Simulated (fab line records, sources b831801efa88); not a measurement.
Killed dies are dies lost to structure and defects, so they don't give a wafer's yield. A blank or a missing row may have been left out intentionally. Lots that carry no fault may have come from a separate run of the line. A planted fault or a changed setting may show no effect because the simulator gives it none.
fab line records | flow sky130
[record] lots = 6 | wafers = 18 | last-day = 50
route steps=708 shown LI_CONTACT@369 PAD_OPEN@708
lots that met no fault: from a run of the same line without faults
start-h: the number of hours between the record's first day and the start of the first shown wafer of the lot | wait-h: hours elapsed since this lot's preceding step | " as in the row above | L1.1+2: several wafers, shown together as one row | - no value present, or no start provided | * or withheld: withheld | < > ~ a bound
route shown NAME@n: NAME is a module with steps in the file, n the number in the route of the first one | usual: the fault-free wafers' mean and standard deviation | same: alike in all rows | chamber/n: place in a boat | sites: the reading at each site | _std_site: the values' standard deviation | _edge_site: the outer-site mean with the inner-site mean subtracted | radius-mm: how far each site lies from the wafer's centre | mask NAME#n: copy n | behind: the last tool/chamber to shape the wafer | hold: reason for holding the lot/hours on hold/outcome of the hold | device: the transistor (n, p or np) that didn't switch | end of line: the route-end tests of the same wafers | a step with no rows: only its recipe | killed: count of dies lost to structure and defects at first sort (not the wafer's yield) | map: shows each die of a wafer: x if killed, . if not, _ if none is there
set.NAME: the setting that was run; set.NAME@STEP: the one run at that earlier step | model.NAME: the simulator's own value behind a step, which no gauge read
lots seen at some steps along the route; tables by step, rows by wafer
services: when a tool's chamber went out of use (start-h, in hours from the record's first day, below 0 if earlier), for how many hours, and the reason
[[steps]]
[step SKY_LI_CONTACT_COAT_07]
[recipe] resist = KrF-thick | spin-rpm = 3000 | resist-thk-nm = 450
[step SKY_LI_CONTACT_SOFTBAKE_08]
[recipe] temp-c = 100 | time-s = 90 | resist = KrF-thick
[step SKY_LI_CONTACT_EXPOSE_09]
[recipe] mask-id = LICM1 | na = 0.8 | source-shape = annular | sigma-inner = 0.55 | sigma-outer = 0.85 | target-cd-nm = 170 | dose-mj = 38
[step SKY_LI_CONTACT_PEB_10]
[recipe] peb-temp-c = withheld | peb-time-s = withheld | resist = KrF-thick
[step SKY_LI_CONTACT_DEVELOP_11]
[recipe] develop-time-s = 60 | resist = KrF-thick | dev-temp-c = 21
[step SKY_LI_CONTACT_CD_MEAS_12]
[recipe] target-cd-nm = 170
[usual] cd-nm = 169.8/1.8
lot.wafer | tool      | chamber | start-h | wait-h | cd-nm
L788.1    | cd-sem-02 | -       | 691.41  | -      | 170.4
L788.4    | "         | -       | "       | "      | 169.5
L788.5    | "         | -       | "       | "      | 169.1
L792.2    | cd-sem-02 | -       | 730.54  | -      | 169.2
L792.3    | "         | -       | "       | "      | 170.2
L792.4    | "         | -       | "       | "      | 168.2
L798.1    | cd-sem-02 | -       | 775.77  | -      | 169.3
L798.2    | "         | -       | "       | "      | 169.5
L798.5    | "         | -       | "       | "      | 169.8
L799.3    | cd-sem-01 | -       | 779.95  | -      | 168.9
L799.5    | "         | -       | "       | "      | 169.2
L799.6    | "         | -       | "       | "      | 167.2
L801.1    | cd-sem-01 | -       | 813.01  | -      | 170.4
L801.2    | "         | -       | "       | "      | 170.5
L801.4    | "         | -       | "       | "      | 170.4
L805.1    | cd-sem-01 | -       | 841.57  | -      | 164.8
L805.2    | "         | -       | "       | "      | 164.3
L805.6    | "         | -       | "       | "      | 166.3
[step SKY_LI_CONTACT_OVL_MEAS_13]
[usual] LI_CONTACT_OVL = 1/7
lot.wafer | tool       | chamber | start-h | wait-h | LI_CONTACT_OVL[nm]
L788.1    | overlay-02 | -       | 691.53  | 0.1    | -2
L788.4    | "          | -       | "       | "      | -5
L788.5    | "          | -       | "       | "      | -2
L792.2    | overlay-01 | -       | 730.65  | 0.1    | 3
L792.3    | "          | -       | "       | "      | 8
L792.4    | "          | -       | "       | "      | 1
L798.1    | overlay-01 | -       | 775.89  | 0.1    | -11
L798.2    | "          | -       | "       | "      | -7
L798.5    | "          | -       | "       | "      | -8
L799.3    | overlay-01 | -       | 780.04  | 0.1    | 7
L799.5    | "          | -       | "       | "      | 4
L799.6    | "          | -       | "       | "      | -1
L801.1    | overlay-02 | -       | 813.13  | 0.1    | 2
L801.2    | "          | -       | "       | "      | 1
L801.4    | "          | -       | "       | "      | 3
L805.1    | overlay-02 | -       | 841.69  | 0.1    | 17
L805.2    | "          | -       | "       | "      | 13
L805.6    | "          | -       | "       | "      | 12
[step SKY_LI_CONTACT_ETCH_14]
[recipe] chemistry = N2/H2 | target = BARC | ion-energy-ev = 200 | source-w = 500 | bias-w = 100 | pressure-mtorr = 30 | n2-flow-sccm = 100 | h2-flow-sccm = 200 | stop-on = SiO2 | time-s = 45.9 | target-depth-a = 600
[usual] drypump-motor-current-A = 5.5/0.58 | oes-product-au = 0.855/0.0047 | rf-fwd-power-W = 494.0/2.2 | throttle-valve-pct = 13.224/0.009
lot.wafer | tool        | chamber | start-h | wait-h | drypump-motor-current-A | oes-product-au | rf-fwd-power-W | rf-hours-counter-h | throttle-valve-pct
L788.1    | rie-diel-04 | 1       | 691.56  | 0.0    | 4.9                     | 0.841          | 495.4          | 0                  | 13.239
L788.4    | "           | 3       | "       | "      | 5.9                     | 0.855          | 498.0          | 39                 | 13.229
L788.5    | "           | 3       | "       | "      | 5.9                     | 0.850          | 495.6          | -                  | 13.221
L792.2    | rie-diel-04 | 3       | 730.68  | 0.0    | 5.9                     | 0.852          | 498.0          | 40                 | 13.222
L792.3    | "           | 2       | "       | "      | 4.7                     | 0.853          | 492.5          | 8                  | 13.228
L792.4    | "           | 0       | "       | "      | 6.4                     | 0.864          | 496.9          | 3                  | 13.218
L798.1    | rie-diel-03 | 1       | 775.93  | 0.0    | 5.8                     | 0.858          | 490.2          | 22                 | 13.240
L798.2    | "           | 2       | "       | "      | 6.1                     | 0.848          | 493.8          | 6                  | 13.211
L798.5    | "           | 0       | "       | "      | 5.5                     | 0.854          | 495.8          | -                  | 13.240
L799.3    | rie-diel-04 | 3       | 780.07  | 0.0    | 5.8                     | 0.856          | 498.3          | 41                 | 13.219
L799.5    | "           | 3       | "       | "      | 5.9                     | 0.858          | 496.3          | -                  | 13.232
L799.6    | "           | 2       | "       | "      | 4.7                     | 0.855          | 491.8          | -                  | 13.208
L801.1    | rie-diel-04 | 1       | 813.17  | 0.0    | 4.8                     | 0.861          | 493.8          | 4                  | 13.235
L801.2    | "           | 3       | "       | "      | 5.9                     | 0.854          | 494.5          | 1                  | 13.226
L801.4    | "           | 3       | "       | "      | 5.9                     | 0.859          | 496.4          | -                  | 13.220
L805.1    | rie-diel-04 | 0       | 841.73  | 0.0    | 6.3                     | 0.857          | 490.7          | 5                  | 13.220
L805.2    | "           | 2       | "       | "      | 4.7                     | 0.846          | 491.0          | 12                 | 13.220
L805.6    | "           | 1       | "       | "      | 4.8                     | 0.850          | 493.7          | -                  | 13.231
[step SKY_LI_CONTACT_ETCH_15]
[recipe] target = PSG | chemistry = C4F8/O2/Ar | stop-on = Si | taper-deg = 4.15 | mask-material = KrF-thick | source-w = 1500 | bias-w = 1200 | pressure-mtorr = 40 | c4f8-flow-sccm = withheld | O2_flow_sccm = 6 | Ar_flow_sccm = 300 | time-s = withheld | target-depth-a = 6000
[usual] oes-product-au = 0.837/0.0049 | rf-fwd-power-W = 1492/5.1
lot.wafer | tool        | chamber | start-h | wait-h | oes-product-au | rf-fwd-power-W
L788.1    | rie-diel-04 | 1       | 691.61  | 0.0    | 0.831          | 1494
L788.4    | "           | 3       | "       | "      | 0.836          | 1505
L788.5    | "           | 3       | "       | "      | 0.836          | 1507
L792.2    | rie-diel-04 | 3       | 730.72  | 0.0    | 0.844          | 1503
L792.3    | "           | 2       | "       | "      | 0.831          | 1488
L792.4    | "           | 0       | "       | "      | 0.842          | 1488
L798.1    | rie-diel-03 | 1       | 775.97  | 0.0    | 0.838          | 1491
L798.2    | "           | 2       | "       | "      | 0.838          | 1493
L798.5    | "           | 0       | "       | "      | 0.832          | 1490
L799.3    | rie-diel-04 | 3       | 780.11  | 0.0    | 0.839          | 1493
L799.5    | "           | 3       | "       | "      | 0.837          | 1497
L799.6    | "           | 2       | "       | "      | 0.836          | 1491
L801.1    | rie-diel-04 | 1       | 813.21  | 0.0    | 0.837          | 1489
L801.2    | "           | 3       | "       | "      | 0.839          | 1497
L801.4    | "           | 3       | "       | "      | 0.839          | 1497
L805.1    | rie-diel-04 | 0       | 841.77  | 0.0    | 0.834          | 1493
L805.2    | "           | 2       | "       | "      | 0.840          | 1486
L805.6    | "           | 1       | "       | "      | 0.837          | 1493
[step SKY_LI_CONTACT_STRIP_16]
[recipe] chemistry = O2/N2 | power-w = 1400 | pressure-mtorr = 1500 | platen-temp-c = withheld | o2-flow-sccm = 3000 | n2-flow-sccm = 300 | overash-fraction = 0.5
[usual] drypump-motor-current-A = 5.8/0.48 | oes-product-au = 0.375/0.0046 | strip-time-to-endpoint-s = 3.49/0.033
lot.wafer | tool            | chamber | start-h | wait-h | drypump-motor-current-A | oes-product-au | rf-hours-counter-h | strip-time-to-endpoint-s
L788.1    | plasma-asher-03 | 1       | 691.69  | -      | 6.4                     | 0.375          | 53                 | 3.53
L788.4    | "               | 0       | "       | "      | 5.4                     | 0.367          | -                  | 3.43
L788.5    | "               | 1       | "       | "      | 6.4                     | 0.373          | -                  | 3.43
L792.2    | plasma-asher-02 | 1       | 730.80  | -      | 6.2                     | 0.368          | 30                 | 3.47
L792.3    | "               | 1       | "       | "      | 6.1                     | 0.379          | -                  | 3.54
L792.4    | "               | 0       | "       | "      | 5.9                     | 0.379          | -                  | 3.56
L798.1    | plasma-asher-03 | 1       | 776.05  | -      | 6.4                     | 0.378          | 62                 | 3.49
L798.2    | "               | 0       | "       | "      | 5.4                     | 0.372          | 62                 | 3.46
L798.5    | "               | 1       | "       | "      | 6.4                     | 0.358          | -                  | 3.46
L799.3    | plasma-asher-01 | 0       | 780.23  | -      | 5.1                     | 0.379          | -                  | 3.52
L799.5    | "               | 1       | "       | "      | 5.1                     | 0.371          | -                  | 3.51
L799.6    | "               | 0       | "       | "      | 5.1                     | 0.370          | -                  | 3.50
L801.1    | plasma-asher-02 | 0       | 813.30  | -      | 5.9                     | 0.364          | 39                 | 3.49
L801.2    | "               | 1       | "       | "      | 6.2                     | 0.379          | 39                 | 3.47
L801.4    | "               | 1       | "       | "      | 6.2                     | 0.372          | -                  | 3.47
L805.1    | plasma-asher-03 | 0       | 841.85  | -      | 5.4                     | 0.373          | 69                 | 3.54
L805.2    | "               | 1       | "       | "      | 6.4                     | 0.369          | 69                 | 3.47
L805.6    | "               | 1       | "       | "      | 6.4                     | 0.373          | -                  | 3.47
[step SKY_LI_CONTACT_CLEAN_17]
[recipe] chemistry = NMP | time-s = 600 | temp-c = 60 | dry = n2-spin
[step SKY_LI_CONTACT_PRE_CLEAN_18]
[recipe] gas = Ar | time-s = 5.6 | bias-v = 358
[step SKY_LI_CONTACT_SPUTTER_19]
[recipe] material = Ti | target-thk-nm = 20 | chamber-pressure-pa = 5 | power-w = 2500 | substrate-temp-c = 200 | time-s = 106.37
[usual] cathode-dc-power-W = 2500.0/0.4 | throttle-valve-pct = 29.9/0.81
lot.wafer | tool           | chamber | start-h | wait-h | cathode-dc-power-W | throttle-valve-pct | model.Ti_of_LI_CONTACT_SPUTTER_19.thk-nm
L788.1    | pvd-sputter-01 | -       | 692.00  | 0.0    | 2500.1             | 29.5               | 20.22
L788.4    | "              | -       | "       | "      | 2500.6             | 30.8               | 20.1
L788.5    | "              | -       | "       | "      | 2499.7             | 29.7               | 20.17
L792.2    | pvd-sputter-03 | -       | 731.10  | 0.0    | 2500.4             | 29.2               | 20.18
L792.3    | "              | -       | "       | "      | 2499.7             | 28.4               | 20.47
L792.4    | "              | -       | "       | "      | 2499.7             | 30.1               | 20.19
L798.1    | pvd-sputter-01 | -       | 776.35  | 0.0    | 2499.5             | 30.4               | 28.74
L798.2    | "              | -       | "       | "      | 2499.8             | 30.8               | 28.63
L798.5    | "              | -       | "       | "      | 2499.9             | 30.1               | 28.72
L799.3    | pvd-sputter-01 | -       | 780.49  | 0.0    | 2499.8             | 30.5               | 28.38
L799.5    | "              | -       | "       | "      | 2499.8             | 30.4               | 28.34
L799.6    | "              | -       | "       | "      | 2499.2             | 30.8               | 28.56
L801.1    | pvd-sputter-03 | -       | 813.61  | 0.0    | 2499.6             | 30.1               | 20.01
L801.2    | "              | -       | "       | "      | 2499.5             | 28.6               | 20.28
L801.4    | "              | -       | "       | "      | 2499.7             | 29.6               | 19.86
L805.1    | pvd-sputter-03 | -       | 842.17  | 0.0    | 2500.3             | 30.1               | 19.87
L805.2    | "              | -       | "       | "      | 2499.8             | 30.8               | 19.8
L805.6    | "              | -       | "       | "      | 2499.8             | 31.0               | 19.87
[step SKY_LI_CONTACT_SPUTTER_20]
[recipe] material = TiN | target-thk-nm = 20 | chamber-pressure-pa = 5 | power-w = 4000 | time-s = 80
[usual] cathode-dc-power-W = 4000.0/0.8 | throttle-valve-pct = 29.9/0.82
lot.wafer | tool           | chamber | start-h | wait-h | cathode-dc-power-W | throttle-valve-pct
L788.1    | pvd-sputter-01 | -       | 692.08  | 0.0    | 3999.9             | 29.5
L788.4    | "              | -       | "       | "      | 4001.1             | 30.8
L788.5    | "              | -       | "       | "      | 3999.7             | 29.5
L792.2    | pvd-sputter-03 | -       | 731.17  | 0.0    | 4000.0             | 29.5
L792.3    | "              | -       | "       | "      | 3999.2             | 28.5
L792.4    | "              | -       | "       | "      | 4001.1             | 30.3
L798.1    | pvd-sputter-01 | -       | 776.43  | 0.0    | 3998.6             | 30.4
L798.2    | "              | -       | "       | "      | 4000.2             | 30.9
L798.5    | "              | -       | "       | "      | 3999.8             | 30.3
L799.3    | pvd-sputter-01 | -       | 780.57  | 0.0    | 3999.0             | 30.3
L799.5    | "              | -       | "       | "      | 3999.5             | 30.6
L799.6    | "              | -       | "       | "      | 3999.3             | 30.6
L801.1    | pvd-sputter-03 | -       | 813.68  | 0.0    | 4000.6             | 30.2
L801.2    | "              | -       | "       | "      | 4001.2             | 28.4
L801.4    | "              | -       | "       | "      | 4000.1             | 29.5
L805.1    | pvd-sputter-03 | -       | 842.24  | 0.0    | 4000.1             | 30.2
L805.2    | "              | -       | "       | "      | 3999.2             | 31.1
L805.6    | "              | -       | "       | "      | 3999.7             | 31.0
[step SKY_PAD_OPEN_PROBE_99]
[usual] killed_at_M0_to_M3 = 43/6.6 | killed_at_M4_up = 3.1/1.6 | killed-at-contacts = 23/5.6 | killed-at-front-end = 15/4.2 | killed-at-other = 0.2/0.43 | killed-dies = 85/9.3 | killed-open = 46/6.6 | killed-short = 39/6.2
[same] gross-dies = 492 | killed-at-back-side = 0
lot.wafer | tool      | chamber | start-h | wait-h | killed_at_M0_to_M3 | killed_at_M4_up | killed-at-contacts | killed-at-front-end | killed-at-other | killed-dies | killed-open | killed-short
L792.2    | prober-02 | -       | 1117.44 | 0.1    | 33                 | 4               | 33                 | 16                  | 0               | 86          | 48          | 38
L792.3    | prober-02 | -       | 1117.49 | 0.2    | 58                 | 2               | 24                 | 17                  | 0               | 101         | 58          | 43
L792.4    | prober-02 | -       | 1117.54 | 0.2    | 38                 | 3               | 22                 | 18                  | 0               | 81          | 47          | 34
L799.3    | prober-01 | -       | 1149.04 | 0.2    | 47                 | 4               | 19                 | 15                  | 0               | 85          | 47          | 38
L799.5    | prober-01 | -       | 1149.14 | 0.2    | 40                 | 2               | 21                 | 12                  | 0               | 75          | 38          | 37
L799.6    | prober-01 | -       | 1149.19 | 0.2    | 42                 | 3               | 29                 | 15                  | 0               | 89          | 46          | 43
L805.1    | prober-01 | -       | 1190.07 | 0.1    | 27                 | 4               | 25                 | 21                  | 1               | 78          | 38          | 40
L805.2    | prober-01 | -       | 1190.12 | 0.1    | 40                 | 3               | 29                 | 23                  | 0               | 95          | 50          | 45
L805.6    | prober-01 | -       | 1190.32 | 0.2    | 37                 | 3               | 20                 | 10                  | 0               | 70          | 40          | 30
// killed by level:class
L792.2 LI_CONTACT:geometric-particle:open=11 CONTACT:geometric-particle:open=8 VIA1:geometric-particle:open=8 CONTACT:geometric-particle:short=7 VIA3:geometric-particle:open=6 FIELD_ISO:geometric-particle:open=4 VIA1:geometric-particle:short=4 METAL1:geometric-particle:short=4
L792.3 VIA1:geometric-particle:open=21 CONTACT:geometric-particle:open=10 CONTACT:geometric-particle:short=8 VIA2:geometric-particle:open=8 METAL1:geometric-particle:short=7 FIELD_ISO:geometric-particle:short=5 VIA3:geometric-particle:open=5 FIELD_ISO:geometric-particle:open=4
L792.4 VIA1:geometric-particle:open=11 LI_CONTACT:geometric-particle:open=8 CONTACT:geometric-particle:open=6 METAL2:geometric-particle:short=6 VIA2:geometric-particle:open=6 FIELD_ISO:geometric-particle:open=4 LOCAL_INTERCONNECT:geometric-particle:short=4 METAL1:geometric-particle:short=4
L799.3 VIA1:geometric-particle:open=12 CONTACT:geometric-particle:open=10 METAL1:geometric-particle:short=7 VIA3:geometric-particle:open=7 FIELD_ISO:geometric-particle:open=5 METAL2:geometric-particle:short=5 VIA2:geometric-particle:open=5 LOCAL_INTERCONNECT:geometric-particle:short=4
L799.5 LI_CONTACT:geometric-particle:open=8 VIA3:geometric-particle:open=7 METAL1:geometric-particle:short=6 CONTACT:geometric-particle:open=6 METAL2:geometric-particle:short=6 VIA1:geometric-particle:open=5 FIELD_ISO:geometric-particle:open=4 LI_CONTACT:geometric-particle:short=4
L799.6 LI_CONTACT:geometric-particle:open=10 METAL2:geometric-particle:short=8 FIELD_ISO:geometric-particle:short=7 CONTACT:geometric-particle:open=7 VIA1:geometric-particle:open=7 VIA3:geometric-particle:open=7 FIELD_ISO:geometric-particle:open=5 LI_CONTACT:geometric-particle:short=5
L805.1 FIELD_ISO:geometric-particle:short=7 CONTACT:geometric-particle:open=7 LI_CONTACT:geometric-particle:open=6 LOCAL_INTERCONNECT:geometric-particle:short=6 POLY_GATE:geometric-particle:open=4 CONTACT:geometric-particle:short=4 VIA2:geometric-particle:open=4 METAL3:geometric-particle:open=4
L805.2 CONTACT:geometric-particle:open=11 VIA1:geometric-particle:open=9 METAL2:geometric-particle:short=8 FIELD_ISO:geometric-particle:open=7 FIELD_ISO:geometric-particle:short=6 LI_CONTACT:geometric-particle:open=6 POLY_GATE:geometric-particle:open=6 CONTACT:geometric-particle:short=6
L805.6 VIA1:geometric-particle:open=9 CONTACT:geometric-particle:open=8 VIA1:geometric-particle:short=5 METAL3:geometric-particle:short=5 VIA3:geometric-particle:open=4 LI_CONTACT:geometric-particle:open=4 CONTACT:geometric-particle:short=4 POLY_GATE:geometric-particle:open=3
[[services]]
tool            | chamber | start-h | hours | kind
pvd-sputter-01  | -       | 686.96  | 4.5   | repair
plasma-asher-02 | -       | 692.52  | 2.8   | pm
pvd-sputter-01  | 2       | 707.06  | -     | consumable-replace:kit
pvd-sputter-01  | 2       | 707.06  | 18.0  | scheduled-down
pvd-sputter-01  | 2       | 707.06  | 18.0  | vent-cycle
plasma-asher-03 | -       | 715.79  | 4.5   | repair
plasma-asher-02 | -       | 725.45  | 1.5   | repair
rie-diel-04     | 3       | 780.35  | -     | clean
rie-diel-04     | 3       | 780.35  | 17.2  | scheduled-down
rie-diel-04     | 3       | 780.35  | 17.2  | vent-cycle
rie-diel-04     | 0       | 792.53  | 35.1  | repair
pvd-sputter-03  | 3       | 832.59  | -     | consumable-replace:kit
pvd-sputter-03  | 3       | 832.59  | 18.0  | scheduled-down
pvd-sputter-03  | 3       | 832.59  | 18.0  | vent-cycle
[[key]]
first-sign none at tools or gauges
[model-effect] step = SKY_LI_CONTACT_SPUTTER_19 | value = Ti_of_LI_CONTACT_SPUTTER_19.thk-nm | without = 19.84 | struck = 28.56
met-at SKY_LI_CONTACT_SPUTTER_19
struck-wafers L798.1,L798.2,L798.5,L799.3,L799.5,L799.6
tester-left-out L798,L799
onset-between 692.00 776.35
[fault] kind = process-parameter-drift | tool = pvd-sputter-01 | chamber = - | onset-h = 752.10 | steps = SKY_LI_CONTACT_SPUTTER_19 | channel = target-thk-nm | offset = 8.7216 | shape = step | end-h = 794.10 | acts-in = these-recipes-only | stated = 20
// tester-left-out: of these lots the tester's yield and bins aren't shown, on N5 and GAA mostly nor the transistor test; their killed dies are dies lost to structure and defects alone, not to doping, threshold or leakage, so they don't give the yield
